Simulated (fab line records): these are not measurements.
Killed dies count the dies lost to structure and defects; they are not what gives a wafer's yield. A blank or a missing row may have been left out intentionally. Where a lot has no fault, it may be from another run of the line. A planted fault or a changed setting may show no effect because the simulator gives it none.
fab line records	flow sky130
record: lots: 6	wafers: 17	last_day: 50
route steps=708 shown CAP2M@614 METAL4@621
lots that met no fault: taken from a fault-free run of the same line
start_h: hours from the record's opening day to when the first of the lot's shown wafers began	wait_h: hours from the lot's prior step to this one	" identical to the entry in the row above	L1.1+2: several wafers, shown together as one row	- no value present, or no start provided	* or withheld: withheld	< > ~ a bound
route shown NAME@n: a module of which the file shows steps, and the number in the route of the first	usual: mean and standard deviation over wafers with no fault	same: alike in all rows	chamber/n: place in a boat	sites: readings site by site	_std_site: standard deviation of those values	_edge_site: outer sites' mean less inner sites'	radius_mm: for every site, how far away it sits from the centre of the wafer	mask NAME#n: copy n	behind: the last tool/chamber to shape the wafer	hold: the reason the lot was held/the length of the hold in hours/how it ended	device: which transistor (n, p or np) failed to switch	end of line: the route-end tests of the same wafers	where a step has no rows: the recipe by itself	killed: the dies lost at the first sort to structure and to defects; this is not the yield of the wafer	map: dies across one wafer; x = killed, . = not, _ = none there
set.NAME: the setting that was run; set.NAME@STEP: the one run at that earlier step	model.NAME: the simulator's own value behind a step, which no gauge read
certain route steps with their lots: each step a table, each wafer a row
services: when a tool's chamber went out of use (start_h, in hours from the record's first day, below 0 if earlier), for how many hours, and the reason
== steps ==
step: SKY_CAP2M_DEVELOP_11
recipe: resist: NOVOLAK	developer: TMAH	develop_time_s: 60	dev_temp_c: 23
step: SKY_CAP2M_OVL_MEAS_12
usual: CAP2M_OVL: 0.7/1.2
lot.wafer	tool	chamber	start_h	wait_h	CAP2M_OVL[nm]
L917.1	overlay-01	-	948.08	0.1	0.0
L917.4	"	-	"	"	0.3
L917.5	"	-	"	"	1.4
L918.1	overlay-02	-	955.58	0.1	1.8
L918.2	"	-	"	"	1.5
L918.6	"	-	"	"	1.9
L920.3	overlay-01	-	978.50	0.1	1.9
L920.4	"	-	"	"	1.9
L920.5	"	-	"	"	1.3
L922.4	overlay-01	-	987.20	0.1	-1.4
L922.5	"	-	"	"	-0.7
L924.2	overlay-01	-	1006.94	0.1	0.9
L924.3	"	-	"	"	2.5
L924.5	"	-	"	"	2.7
L935.2	overlay-01	-	1094.00	0.1	1.5
L935.3	"	-	"	"	3.6
L935.4	"	-	"	"	3.6
step: SKY_CAP2M_METAL_ETCH_13
recipe: target_depth_nm: 220	stop_on: SiO2	chemistry: Cl2/BCl3	target: TiN	pressure_mtorr: 10	icp_w: 900	bias_w: 48.5	Cl2_flow_sccm: 60	bcl3_flow_sccm: 30	time_s: 62.9
usual: drypump_motor_current_A: 5.69/0.27	oes_product_au: 0.940/0.0079	throttle_valve_pct: 21.903/0.0098
same: time_s: 62.9
lot.wafer	tool	chamber	start_h	wait_h	drypump_motor_current_A	oes_product_au	rf_hours_counter_h	throttle_valve_pct
L917.1	rie_metal-04	1	948.12	0.0	5.70	0.937	3	21.918
L917.4	"	0	"	"	5.66	0.949	-	21.886
L917.5	"	1	"	"	5.69	0.940	-	21.918
L918.1	rie_metal-02	1	955.62	0.0	6.11	0.942	11	21.909
L918.2	"	0	"	"	5.34	0.939	2	21.895
L918.6	"	0	"	"	5.36	0.939	-	21.908
L920.3	rie_metal-02	1	978.55	0.0	6.12	0.930	-	21.902
L920.4	"	0	"	"	5.35	0.940	-	21.910
L920.5	"	0	"	"	5.33	0.935	-	21.907
L922.4	rie_metal-02	1	987.25	0.0	6.12	0.945	-	21.910
L922.5	"	0	"	"	5.36	0.949	-	21.890
L924.2	rie_metal-02	0	1006.97	0.0	5.35	0.952	5	21.902
L924.3	"	1	"	"	6.13	0.951	-	21.896
L924.5	"	0	"	"	5.37	0.948	-	21.880
L935.2	rie_metal-02	1	1094.03	0.0	6.13	0.934	19	21.883
L935.3	"	0	"	"	5.36	0.946	-	21.906
L935.4	"	1	"	"	6.13	0.941	-	21.909
step: SKY_CAP2M_STRIP_14
recipe: chemistry: O2/N2	power_w: 1400	pressure_mtorr: 1500	platen_temp_c: withheld	o2_flow_sccm: 3000	n2_flow_sccm: 300	overash_fraction: 0.5
usual: drypump_motor_current_A: 5.66/0.29	oes_product_au: 0.710/0.0047	strip_time_to_endpoint_s: 12.65/0.046
lot.wafer	tool	chamber	start_h	wait_h	drypump_motor_current_A	oes_product_au	rf_hours_counter_h	strip_time_to_endpoint_s
L917.1	plasma_asher-03	0	948.20	0.1	5.19	0.708	81	12.57
L917.4	"	1	"	"	5.56	0.706	-	12.67
L917.5	"	0	"	"	5.20	0.712	-	12.59
L918.1	plasma_asher-03	1	955.70	0.1	5.56	0.708	81	12.56
L918.2	"	0	"	"	5.20	0.713	81	12.59
L918.6	"	0	"	"	5.22	0.712	-	12.63
L920.3	plasma_asher-04	0	978.63	0.1	5.78	0.719	-	12.64
L920.4	"	1	"	"	5.71	0.709	-	12.63
L920.5	"	0	"	"	5.78	0.708	-	12.62
L922.4	plasma_asher-04	1	987.33	0.1	5.71	0.708	-	12.64
L922.5	"	1	"	"	5.69	0.706	-	12.56
L924.2	plasma_asher-02	0	1007.05	0.1	5.94	0.709	116	12.63
L924.3	"	0	"	"	5.96	0.708	-	12.63
L924.5	"	0	"	"	5.94	0.707	-	12.66
L935.2	plasma_asher-03	0	1094.11	0.1	5.20	0.708	96	12.67
L935.3	"	1	"	"	5.54	0.707	-	12.67
L935.4	"	0	"	"	5.22	0.710	-	12.64
step: SKY_CAP2M_STRIP_15
recipe: chemistry: post_etch_residue_remover	time_s: 1200	temp_c: 72.5
step: SKY_CAP2M_CLEAN_16
recipe: chemistry: IPA	time_s: 180	temp_c: 25
step: SKY_CAP2M_CLEAN_17
recipe: chemistry: O3/DIW	dry: n2_spin
step: SKY_METAL4_DEHYDRATE_05
recipe: temp_c: 200	time_s: 60
step: SKY_METAL4_HMDS_06
recipe: prime_time_s: 60	prime_temp_c: 120
step: SKY_METAL4_COAT_07
recipe: resist: BARC	temp_c: withheld	time_s: withheld	spin_rpm: 3000	resist_thk_nm: 60
step: SKY_METAL4_COAT_08
recipe: resist: KrF-thick	spin_rpm: 3000	resist_thk_nm: 1140
step: SKY_METAL4_SOFTBAKE_09
recipe: temp_c: 100	time_s: 90	resist: KrF-thick
step: SKY_METAL4_EXPOSE_10
recipe: mask_id: MM4	na: 0.68	source_shape: annular	sigma_inner: 0.4	sigma_outer: 0.8	target_cd_nm: 300	dose_mj: 28
lot.wafer	tool	chamber	start_h	wait_h	mask
L917.1+4+5	krf_scanner-01	0	961.06	-	MM4#0
L918.1+2+6	krf_scanner-02	0	968.31	-	MM4#0
L920.3+4+5	krf_scanner-01	0	990.02	-	MM4#0
L922.4+5	krf_scanner-02	0	1000.49	-	MM4#0
L924.2+3+5	krf_scanner-02	0	1018.15	-	MM4#0
L935.2+3+4	krf_scanner-01	0	1104.48	-	MM4#0
step: SKY_METAL4_PEB_11
recipe: peb_temp_c: withheld	peb_time_s: withheld	resist: KrF-thick
step: SKY_METAL4_DEVELOP_12
recipe: develop_time_s: 60	resist: KrF-thick	dev_temp_c: 21
step: SKY_METAL4_CD_MEAS_13
recipe: target_cd_nm: 300
usual: cd_nm: 300.0/1.4
lot.wafer	tool	chamber	start_h	wait_h	cd_nm
L917.1	cd_sem-01	-	974.13	-	300.3
L917.4	"	-	"	"	299.5
L917.5	"	-	"	"	299.9
L918.1	cd_sem-02	-	981.33	-	301.6
L918.2	"	-	"	"	301.1
L918.6	"	-	"	"	301.2
L920.3	cd_sem-02	-	1002.52	-	303.4
L920.4	"	-	"	"	303.8
L920.5	"	-	"	"	301.6
L922.4	cd_sem-02	-	1010.83	-	244.1
L922.5	"	-	"	"	299.1
L924.2	cd_sem-01	-	1029.70	-	299.6
L924.3	"	-	"	"	243.4
L924.5	"	-	"	"	299.4
L935.2	cd_sem-02	-	1114.75	-	301.1
L935.3	"	-	"	"	300.4
L935.4	"	-	"	"	300.4
step: SKY_METAL4_OVL_MEAS_14
usual: METAL4_OVL: -1/5.1
lot.wafer	tool	chamber	start_h	wait_h	METAL4_OVL[nm]
L917.1	overlay-02	-	974.25	0.1	0
L917.4	"	-	"	"	0
L917.5	"	-	"	"	0
L918.1	overlay-02	-	981.45	0.1	-5
L918.2	"	-	"	"	-2
L918.6	"	-	"	"	-2
L920.3	overlay-02	-	1002.62	0.1	-6
L920.4	"	-	"	"	-3
L920.5	"	-	"	"	-8
L922.4	overlay-02	-	1010.91	0.1	3
L922.5	"	-	"	"	6
L924.2	overlay-02	-	1029.81	0.1	1
L924.3	"	-	"	"	-1
L924.5	"	-	"	"	-3
L935.2	overlay-02	-	1114.86	0.1	-11
L935.3	"	-	"	"	-12
L935.4	"	-	"	"	-11
step: SKY_METAL4_DESCUM_15
recipe: chemistry: O2	source_power_w: 150	bias_power_w: 0	pressure_mtorr: 10	temp_c: 40	time_s: 8
usual: drypump_motor_current_A: 6.0/0.47	oes_product_au: 1.000/0.0098
same: bias_power_w: 0	time_s: 8
lot.wafer	tool	chamber	start_h	wait_h	drypump_motor_current_A	oes_product_au	rf_hours_counter_h	model.METAL4.cd_nm
L917.1	rie_metal-04	1	974.29	0.0	5.7	1.010	4	300.8
L917.4	"	1	"	"	5.7	1.007	-	299.5
L917.5	"	1	"	"	5.7	1.005	-	300.1
L918.1	rie_metal-04	1	981.49	0.0	5.7	1.007	5	301.8
L918.2	"	0	"	"	5.7	0.987	15	301.7
L918.6	"	1	"	"	5.7	1.006	-	301.5
L920.3	rie_metal-03	0	1002.65	0.0	6.1	1.001	-	303
L920.4	"	1	"	"	6.8	0.997	-	303.8
L920.5	"	1	"	"	6.8	0.999	-	301.8
L922.4	rie_metal-03	1	1010.94	0.0	6.8	1.001	-	244.8
L922.5	"	0	"	"	6.1	0.998	-	298.9
L924.2	rie_metal-03	1	1029.84	0.0	6.8	1.000	15	299.7
L924.3	"	1	"	"	6.8	0.996	-	243.4
L924.5	"	0	"	"	6.1	0.996	-	299.9
L935.2	rie_metal-04	1	1114.89	0.0	5.7	1.020	13	301.6
L935.3	"	0	"	"	5.6	0.996	-	299.8
L935.4	"	1	"	"	5.7	1.027	-	300.8
step: SKY_METAL4_ETCH_16
recipe: chemistry: N2/H2	target: BARC	ion_energy_ev: 200	bias_w: 100	pressure_mtorr: 30	n2_flow_sccm: 100	h2_flow_sccm: 200	icp_w: 500	stop_on: SiO2	time_s: 88.2	target_depth_a: 600
usual: drypump_motor_current_A: 6.0/0.47	oes_product_au: 0.626/0.0046	throttle_valve_pct: 13.204/0.0086
same: time_s: 88.2
lot.wafer	tool	chamber	start_h	wait_h	drypump_motor_current_A	oes_product_au	rf_hours_counter_h	throttle_valve_pct
L917.1	rie_metal-04	1	974.32	0.0	5.7	0.621	4	13.210
L917.4	"	1	"	"	5.7	0.625	-	13.208
L917.5	"	1	"	"	5.7	0.619	-	13.214
L918.1	rie_metal-04	1	981.52	0.0	5.7	0.628	5	13.193
L918.2	"	0	"	"	5.7	0.625	15	13.212
L918.6	"	1	"	"	5.7	0.626	-	13.193
L920.3	rie_metal-03	0	1002.70	0.0	6.1	0.629	-	13.209
L920.4	"	1	"	"	6.8	0.625	-	13.195
L920.5	"	1	"	"	6.8	0.630	-	13.197
L922.4	rie_metal-03	1	1011.00	0.0	6.8	0.621	-	13.210
L922.5	"	0	"	"	6.1	0.624	-	13.191
L924.2	rie_metal-03	1	1029.87	0.0	6.8	0.623	15	13.199
L924.3	"	1	"	"	6.8	0.621	-	13.208
L924.5	"	0	"	"	6.1	0.628	-	13.199
L935.2	rie_metal-04	1	1114.92	0.0	5.7	0.623	13	13.223
L935.3	"	0	"	"	5.7	0.627	-	13.201
L935.4	"	1	"	"	5.7	0.621	-	13.192
step: SKY_METAL4_ETCH_17
recipe: target: SiO2	stop_on: TiN	chemistry: C4F8/O2/Ar	source_w: 1500	bias_w: 1200	pressure_mtorr: 40	c4f8_flow_sccm: withheld	O2_flow_sccm: 6	Ar_flow_sccm: 300	time_s: 3.9	target_depth_a: 150
usual: oes_product_au: 0.754/0.0072
same: time_s: 3.9
lot.wafer	tool	chamber	start_h	wait_h	oes_product_au	rf_hours_counter_h
L917.1	rie_diel-03	0	974.42	0.1	0.751	10
L917.4	"	3	"	"	0.765	6
L917.5	"	0	"	"	0.757	-
L918.1	rie_diel-03	2	981.62	0.1	0.754	16
L918.2	"	1	"	"	0.752	15
L918.6	"	1	"	"	0.763	-
L920.3	rie_diel-03	0	1002.77	0.0	0.760	11
L920.4	"	3	"	"	0.762	7
L920.5	"	1	"	"	0.753	-
L922.4	rie_diel-01	3	1011.07	0.0	0.758	-
L922.5	"	3	"	"	0.749	-
L924.2	rie_diel-02	1	1029.97	0.1	0.752	16
L924.3	"	0	"	"	0.753	8
L924.5	"	1	"	"	0.765	-
L935.2	rie_diel-03	2	1115.02	0.1	0.741	20
L935.3	"	1	"	"	0.752	19
L935.4	"	0	"	"	0.753	14
step: SKY_METAL4_METAL_ETCH_18
recipe: target_depth_a: 8450	stop_on: SiO2	over_etch_frac: 0.3	time_s: 183.1	chemistry: Cl2/BCl3	resist_sidewall_deg: 88	pressure_mtorr: 10	icp_w: 900	bias_w: 48.5	Cl2_flow_sccm: 60	bcl3_flow_sccm: 30
usual: drypump_motor_current_A: 6.0/0.47	oes_product_au: 0.868/0.0057	throttle_valve_pct: 22.265/0.0092
same: time_s: 183.1
lot.wafer	tool	chamber	start_h	wait_h	drypump_motor_current_A	oes_product_au	rf_hours_counter_h	throttle_valve_pct	model.METAL4.cd_nm
L917.1	rie_metal-03	1	974.44	0.0	6.8	0.878	11	22.274	302
L917.4	"	1	"	"	6.8	0.874	-	22.266	301.9
L917.5	"	0	"	"	6.1	0.867	-	22.254	296.6
L918.1	rie_metal-02	0	981.64	0.0	5.3	0.864	4	22.247	315.6
L918.2	"	1	"	"	6.1	0.867	12	22.268	303.1
L918.6	"	0	"	"	5.4	0.857	-	22.261	314.2
L920.3	rie_metal-02	1	1002.85	0.1	6.1	0.872	-	22.262	305.6
L920.4	"	0	"	"	5.3	0.871	-	22.270	316.3
L920.5	"	1	"	"	6.1	0.868	-	22.281	305.6
L922.4	rie_metal-04	0	1011.15	0.1	5.6	0.883	-	22.265	256.4
L922.5	"	1	"	"	5.7	0.872	-	22.271	299.8
L924.2	rie_metal-02	0	1029.99	0.0	5.4	0.857	6	22.244	309.1
L924.3	"	1	"	"	6.1	0.866	-	22.270	241.7
L924.5	"	0	"	"	5.4	0.865	-	22.264	309.9
L935.2	rie_metal-02	1	1115.04	0.0	6.1	0.865	21	22.275	302.4
L935.3	"	0	"	"	5.4	0.868	-	22.277	309.2
L935.4	"	1	"	"	6.1	0.864	-	22.266	302
step: SKY_METAL4_STRIP_19
recipe: chemistry: O2/N2	power_w: 1400	pressure_mtorr: 1500	platen_temp_c: withheld	o2_flow_sccm: 3000	n2_flow_sccm: 300	overash_fraction: 0.5
usual: drypump_motor_current_A: 5.8/0.39	oes_product_au: 0.502/0.0056	strip_time_to_endpoint_s: 6.54/0.073
lot.wafer	tool	chamber	start_h	wait_h	drypump_motor_current_A	oes_product_au	rf_hours_counter_h	strip_time_to_endpoint_s
L917.1	plasma_asher-04	0	974.62	0.1	5.8	0.509	54	6.65
L917.4	"	1	"	"	5.7	0.505	-	6.63
L917.5	"	0	"	"	5.8	0.499	-	6.56
L918.1	plasma_asher-04	0	981.82	0.1	5.8	0.509	55	6.57
L918.2	"	1	"	"	5.7	0.503	55	6.44
L918.6	"	1	"	"	5.7	0.492	-	6.53
L920.3	plasma_asher-01	0	1003.00	0.1	5.6	0.499	-	6.54
L920.4	"	1	"	"	6.6	0.499	-	6.60
L920.5	"	1	"	"	6.6	0.508	-	6.55
L922.4	plasma_asher-03	0	1011.30	0.1	5.2	0.508	-	6.61
L922.5	"	1	"	"	5.6	0.500	-	6.51
L924.2	plasma_asher-03	1	1030.17	0.1	5.6	0.501	90	6.57
L924.3	"	0	"	"	5.2	0.505	-	6.52
L924.5	"	0	"	"	5.2	0.499	-	6.56
L935.2	plasma_asher-04	1	1115.22	0.1	5.7	0.497	69	6.48
L935.3	"	0	"	"	5.8	0.500	-	6.54
L935.4	"	1	"	"	5.7	0.493	-	6.47
== services ==
tool	chamber	start_h	hours	kind
rie_diel-03	1	930.45	2.5	repair
krf_scanner-01	-	936.86	1.0	pm
rie_metal-04	-	946.55	0.8	repair
plasma_asher-04	-	947.46	2.5	repair
plasma_asher-02	-	975.35	14.6	pm
krf_scanner-02	-	990.39	1.3	pm
plasma_asher-02	-	1000.55	2.4	repair
krf_scanner-02	-	1000.55	1.0	repair
krf_scanner-02	-	1004.53	3.6	pm
rie_diel-02	2	1006.47	5.0	repair
rie_metal-03	0	1012.86	16.2	repair
plasma_asher-01	-	1018.72	1.3	repair
krf_scanner-01	-	1019.89	2.2	repair
plasma_asher-04	-	1020.83	0.8	repair
krf_scanner-01	-	1021.73	5.2	repair
krf_scanner-02	-	1037.05	0.8	pm
rie_diel-02	1	1039.14	9.0	repair
krf_scanner-01	-	1058.27	0.8	pm
krf_scanner-01	-	1065.34	1.3	pm
krf_scanner-01	-	1076.38	3.6	pm
krf_scanner-02	-	1090.80	1.0	pm
krf_scanner-02	-	1092.45	4.0	pm
rie_metal-03	-	1103.27	0.6	repair
krf_scanner-01	-	1105.86	1.0	pm
== key ==
first_sign: step: SKY_METAL4_CD_MEAS_13	reading: cd_nm	direction: down	sigmas: 40	usual: 300.0	struck: 243.7
effect none on later readings
model_effect: step: SKY_METAL4_DESCUM_15	value: METAL4.cd_nm	without: 300	struck: 244.1
model_effect: step: SKY_METAL4_METAL_ETCH_18	value: METAL4.cd_nm	without: 305	struck: 249.1
met_at SKY_METAL4_EXPOSE_10
struck_wafers L922.4,L924.3
later_rows_left_out L924.3
sort_left_out L922.4,L924.3
onset_between 968.31 1000.49
fault: kind: process_parameter_drift	tool: krf_scanner-02	chamber: -	onset_h: 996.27	steps: SKY_METAL4_EXPOSE_10	channel: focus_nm	offset: 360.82	shape: step	end_h: 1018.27	scope: struck_wafers_only
sort_left_out: the simulated sort isn't trusted on such a fault, so these wafers' sort isn't shown, and their yield isn't known
later_rows_left_out: the simulator's readings of these wafers behind a module that went badly wrong aren't trusted and aren't shown, but for the sort
